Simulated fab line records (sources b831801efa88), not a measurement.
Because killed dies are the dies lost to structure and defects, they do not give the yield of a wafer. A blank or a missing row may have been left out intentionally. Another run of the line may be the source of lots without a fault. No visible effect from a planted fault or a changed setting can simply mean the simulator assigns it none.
The tool behind it: which one? || flow gf180mcu || 42 wafers from 14 lots sampled at 5 of the route's 602 steps

## WHAT THE GAUGES SHOWED, per wafer
GF_STI_THK_MEAS_24.
{"lot": "L184", "measured": "day 2 02:34", "on": "film metro-03", "STI_CVD_23_THK (nm)": "653 638 645"}
{"lot": "L185", "measured": "day 2 09:11", "on": "film metro-03", "STI_CVD_23_THK (nm)": "645 646 640"}
{"lot": "L186", "measured": "day 2 14:34", "on": "film metro-01", "STI_CVD_23_THK (nm)": "654 648 640"}
{"lot": "L187", "measured": "day 2 19:34", "on": "film metro-03", "STI_CVD_23_THK (nm)": "649 649 656"}
{"lot": "L188", "measured": "day 3 00:34", "on": "film metro-01", "STI_CVD_23_THK (nm)": "641 651 643"}
{"lot": "L189", "measured": "day 3 05:41", "on": "film metro-01", "STI_CVD_23_THK (nm)": "656 652 660"}
{"lot": "L194", "measured": "day 4 07:53", "on": "film metro-01", "STI_CVD_23_THK (nm)": "644 644 645"}
{"lot": "L197", "measured": "day 5 00:05", "on": "film metro-03", "STI_CVD_23_THK (nm)": "665 656 663"}
{"lot": "L199", "measured": "day 5 10:46", "on": "film metro-02", "STI_CVD_23_THK (nm)": "654 645 653"}
{"lot": "L201", "measured": "day 5 19:18", "on": "film metro-02", "STI_CVD_23_THK (nm)": "652 656 647"}
{"lot": "L203", "measured": "day 6 08:40", "on": "film metro-01", "STI_CVD_23_THK (nm)": "643 646 650"}
{"lot": "L204", "measured": "day 6 10:52", "on": "film metro-02", "STI_CVD_23_THK (nm)": "644 646 643"}
{"lot": "L206", "measured": "day 6 21:16", "on": "film metro-02", "STI_CVD_23_THK (nm)": "643 650 649"}
{"lot": "L207", "measured": "day 7 01:27", "on": "film metro-02", "STI_CVD_23_THK (nm)": "652 656 665"}

GF_NWELL_OVL_MEAS_07.
{"lot": "L184", "measured": "day 3 05:42", "on": "overlay-01", "NWELL_OVL (nm)": "0.3 -0.3 1.2"}
{"lot": "L185", "measured": "day 3 13:27", "on": "overlay-02", "NWELL_OVL (nm)": "-0.7 -1.4 -0.1"}
{"lot": "L186", "measured": "day 3 18:29", "on": "overlay-01", "NWELL_OVL (nm)": "2.3 0.3 0.7"}
{"lot": "L187", "measured": "day 3 23:53", "on": "overlay-01", "NWELL_OVL (nm)": "-1.5 -0.1 -0.4"}
{"lot": "L188", "measured": "day 4 04:39", "on": "overlay-02", "NWELL_OVL (nm)": "-2.1 -1.5 -3.0"}
{"lot": "L189", "measured": "day 4 12:06", "on": "overlay-02", "NWELL_OVL (nm)": "-1.5 -0.8 -1.3"}
{"lot": "L194", "measured": "day 5 14:01", "on": "overlay-01", "NWELL_OVL (nm)": "-0.2 -0.2 -3.5"}
{"lot": "L197", "measured": "day 6 07:23", "on": "overlay-01", "NWELL_OVL (nm)": "1.3 -0.5 -0.3"}
{"lot": "L199", "measured": "day 6 19:59", "on": "overlay-02", "NWELL_OVL (nm)": "0.5 -1.2 -1.0"}
{"lot": "L201", "measured": "day 7 03:42", "on": "overlay-01", "NWELL_OVL (nm)": "-2.2 -2.2 -1.8"}
{"lot": "L203", "measured": "day 7 18:32", "on": "overlay-01", "NWELL_OVL (nm)": "-1.4 -0.8 -2.5"}
{"lot": "L204", "measured": "day 8 00:33", "on": "overlay-02", "NWELL_OVL (nm)": "-3.3 1.2 -2.5"}
{"lot": "L206", "measured": "day 8 07:13", "on": "overlay-01", "NWELL_OVL (nm)": "-0.4 1.3 0.1"}
{"lot": "L207", "measured": "day 8 12:47", "on": "overlay-02", "NWELL_OVL (nm)": "-1.0 -3.4 0.1"}

GF_MVPSD_OVL_MEAS_07.
{"lot": "L184", "measured": "day 4 23:43", "on": "overlay-02", "MVPSD_OVL (nm)": "1.1 1.2 2.3"}
{"lot": "L185", "measured": "day 5 06:53", "on": "overlay-01", "MVPSD_OVL (nm)": "-1.5 -1.8 -1.3"}
{"lot": "L186", "measured": "day 5 13:39", "on": "overlay-01", "MVPSD_OVL (nm)": "0.9 1.2 2.4"}
{"lot": "L187", "measured": "day 5 17:58", "on": "overlay-01", "MVPSD_OVL (nm)": "0.5 1.1 -1.4"}
{"lot": "L188", "measured": "day 5 23:07", "on": "overlay-01", "MVPSD_OVL (nm)": "1.0 1.3 1.5"}
{"lot": "L189", "measured": "day 6 07:33", "on": "overlay-01", "MVPSD_OVL (nm)": "1.4 1.1 0.2"}
{"lot": "L194", "measured": "day 7 11:27", "on": "overlay-01", "MVPSD_OVL (nm)": "1.9 0.4 1.0"}
{"lot": "L197", "measured": "day 8 05:58", "on": "overlay-01", "MVPSD_OVL (nm)": "0.6 -1.0 -0.7"}
{"lot": "L199", "measured": "day 8 22:25", "on": "overlay-02", "MVPSD_OVL (nm)": "0.2 0.8 1.3"}
{"lot": "L201", "measured": "day 9 04:46", "on": "overlay-02", "MVPSD_OVL (nm)": "0.9 0.9 1.8"}
{"lot": "L203", "measured": "day 9 21:20", "on": "overlay-02", "MVPSD_OVL (nm)": "1.5 2.2 0.1"}
{"lot": "L204", "measured": "day 10 03:40", "on": "overlay-01", "MVPSD_OVL (nm)": "0.8 -1.9 -0.7"}
{"lot": "L206", "measured": "day 10 11:35", "on": "overlay-02", "MVPSD_OVL (nm)": "1.3 1.1 0.3"}
{"lot": "L207", "measured": "day 10 18:22", "on": "overlay-01", "MVPSD_OVL (nm)": "0.1 1.9 0.0"}

GF_VT_IMPLANT_TW_MEAS_43.
{"lot": "L184", "measured": "day 7 10:50", "on": "film metro-01", "VT_IMPLANT_4_TW": "686 689 685"}
{"lot": "L185", "measured": "day 7 18:52", "on": "film metro-04", "VT_IMPLANT_4_TW": "703 703 702"}
{"lot": "L186", "measured": "day 8 02:43", "on": "film metro-01", "VT_IMPLANT_4_TW": "688 685 683"}
{"lot": "L187", "measured": "day 8 08:31", "on": "film metro-04", "VT_IMPLANT_4_TW": "703 699 700"}
{"lot": "L188", "measured": "day 8 15:05", "on": "film metro-01", "VT_IMPLANT_4_TW": "685 682 683"}
{"lot": "L189", "measured": "day 9 00:07", "on": "film metro-01", "VT_IMPLANT_4_TW": "689 689 688"}
{"lot": "L194", "measured": "day 10 08:17", "on": "film metro-01", "VT_IMPLANT_4_TW": "685 687 685"}
{"lot": "L197", "measured": "day 11 05:38", "on": "film metro-04", "VT_IMPLANT_4_TW": "1144 1144 1155"}
{"lot": "L199", "measured": "day 12 00:22", "on": "film metro-04", "VT_IMPLANT_4_TW": "1148 1149 1146"}
{"lot": "L201", "measured": "day 12 06:16", "on": "film metro-01", "VT_IMPLANT_4_TW": "689 690 690"}
{"lot": "L203", "measured": "day 13 01:23", "on": "film metro-01", "VT_IMPLANT_4_TW": "683 686 688"}
{"lot": "L204", "measured": "day 13 08:01", "on": "film metro-04", "VT_IMPLANT_4_TW": "697 691 693"}
{"lot": "L206", "measured": "day 13 16:41", "on": "film metro-01", "VT_IMPLANT_4_TW": "685 685 686"}
{"lot": "L207", "measured": "day 13 23:29", "on": "film metro-01", "VT_IMPLANT_4_TW": "685 685 685"}

## WHAT TOOL EACH LOT RAN ON (gives the tool, then ch and the chambers of the sampled wafers, and finally the start)
{"lot": "L184", "GF_VT_IMPLANT_IMPLANT_41": "implanter-03 ch 0, day 7 10:35"}
{"lot": "L185", "GF_VT_IMPLANT_IMPLANT_41": "implanter-03 ch 0, day 7 18:38"}
{"lot": "L186", "GF_VT_IMPLANT_IMPLANT_41": "implanter-04 ch 0, day 8 02:28"}
{"lot": "L187", "GF_VT_IMPLANT_IMPLANT_41": "implanter-02 ch 0, day 8 08:16"}
{"lot": "L188", "GF_VT_IMPLANT_IMPLANT_41": "implanter-03 ch 0, day 8 14:50"}
{"lot": "L189", "GF_VT_IMPLANT_IMPLANT_41": "implanter-03 ch 0, day 8 23:52"}
{"lot": "L194", "GF_VT_IMPLANT_IMPLANT_41": "implanter-02 ch 0, day 10 08:02"}
{"lot": "L197", "GF_VT_IMPLANT_IMPLANT_41": "implanter-02 ch 0, day 11 05:23"}
{"lot": "L199", "GF_VT_IMPLANT_IMPLANT_41": "implanter-02 ch 0, day 12 00:07"}
{"lot": "L201", "GF_VT_IMPLANT_IMPLANT_41": "implanter-04 ch 0, day 12 06:03"}
{"lot": "L203", "GF_VT_IMPLANT_IMPLANT_41": "implanter-04 ch 0, day 13 01:09"}
{"lot": "L204", "GF_VT_IMPLANT_IMPLANT_41": "implanter-03 ch 0, day 13 07:47"}
{"lot": "L206", "GF_VT_IMPLANT_IMPLANT_41": "implanter-04 ch 0, day 13 16:26"}
{"lot": "L207", "GF_VT_IMPLANT_IMPLANT_41": "implanter-04 ch 0, day 13 23:15"}
- GF_VT_IMPLANT_IMPLANT_41

## AS READ BY THE TOOLS THEMSELVES (means over the sampled wafers that have a number; for cases with no such wafer, the mark the record gives instead)
GF_VT_IMPLANT_IMPLANT_41.
{"lot": "L184", "tool": "implanter-03", "dose ions cm2": 1.013e+12, "faraday current uA": 5.69}
{"lot": "L185", "tool": "implanter-03", "dose ions cm2": 1.014e+12, "faraday current uA": 5.66}
{"lot": "L186", "tool": "implanter-04", "dose ions cm2": 1.013e+12, "faraday current uA": 5.58}
{"lot": "L187", "tool": "implanter-02", "dose ions cm2": 1.012e+12, "faraday current uA": 5.73}
{"lot": "L188", "tool": "implanter-03", "dose ions cm2": 1.012e+12, "faraday current uA": 5.70}
{"lot": "L189", "tool": "implanter-03", "dose ions cm2": 1.011e+12, "faraday current uA": 5.79}
{"lot": "L194", "tool": "implanter-02", "dose ions cm2": 1.014e+12, "faraday current uA": 5.78}
{"lot": "L197", "tool": "implanter-02", "dose ions cm2": 4.934e+12, "faraday current uA": 27.79}
{"lot": "L199", "tool": "implanter-02", "dose ions cm2": 4.936e+12, "faraday current uA": 28.16}
{"lot": "L201", "tool": "implanter-04", "dose ions cm2": 1.013e+12, "faraday current uA": 5.63}
{"lot": "L203", "tool": "implanter-04", "dose ions cm2": 1.013e+12, "faraday current uA": 5.73}
{"lot": "L204", "tool": "implanter-03", "dose ions cm2": 1.013e+12, "faraday current uA": 5.63}
{"lot": "L206", "tool": "implanter-04", "dose ions cm2": 1.014e+12, "faraday current uA": 5.72}
{"lot": "L207", "tool": "implanter-04", "dose ions cm2": 1.014e+12, "faraday current uA": 5.73}

## THE ANSWER, worked out from the rows above alone
Rule: usual is defined by the lots themselves. Put in order of their means at a reading, lots are off if they are a third of the lots or fewer, leave a main group of 4 or more, and stand apart from it by a gap of 3 or more times the standard deviation of the main group's means; of several such gaps the widest counts. The tables above print the reading to a certain number of digits; a main group whose means all agree to those digits is not used. A lot without any number at a reading at which 4 lots or more have one is off too. Where the step has rows for the other lots, those lots are counted as sound. First the gauges in route order, then the tools' own readings, where a lot's mean is used as printed above. The first step at which some lot is off is used, and at that step the reading that is off furthest; a lot without a number counts as furthest.
Off: L197, L199, at GF_VT_IMPLANT_TW_MEAS_43 (VT_IMPLANT_4_TW). The main group: mean 689, standard deviation 6.1.
A tool fits if, at a process step before that reading, it ran every lot that is off, and no sound lot after the first of them. Not tried: the gauges at GF_VT_IMPLANT_TW_MEAS_43; whatever is off there is also off at GF_VT_IMPLANT_IMPLANT_41, on other tools, and gauge error can't account for it. One candidate fits, namely implanter-02 at GF_VT_IMPLANT_IMPLANT_41. Its last sound lot is L194 (day 10 08:02), its first lot that is off L197 (day 11 05:23): a fault that began between those two fits.
The tool's own readings at GF_VT_IMPLANT_IMPLANT_41 bear it out: on the lots that are off they differ by more than 5 times the standard deviation of the sound lots' means. dose ions cm2 reads 4.935e+12 there against 1.013e+12 on the sound lots; faraday current uA reads 27.98 there against 5.70 on the sound lots.

## WHAT THE SIMULATOR HAD INSERTED
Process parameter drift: implanter-02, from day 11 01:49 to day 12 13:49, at GF_VT_IMPLANT_IMPLANT_41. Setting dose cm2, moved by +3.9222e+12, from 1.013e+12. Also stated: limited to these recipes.
Struck lots among those shown: L197, L199. This agrees with what the rule above found.
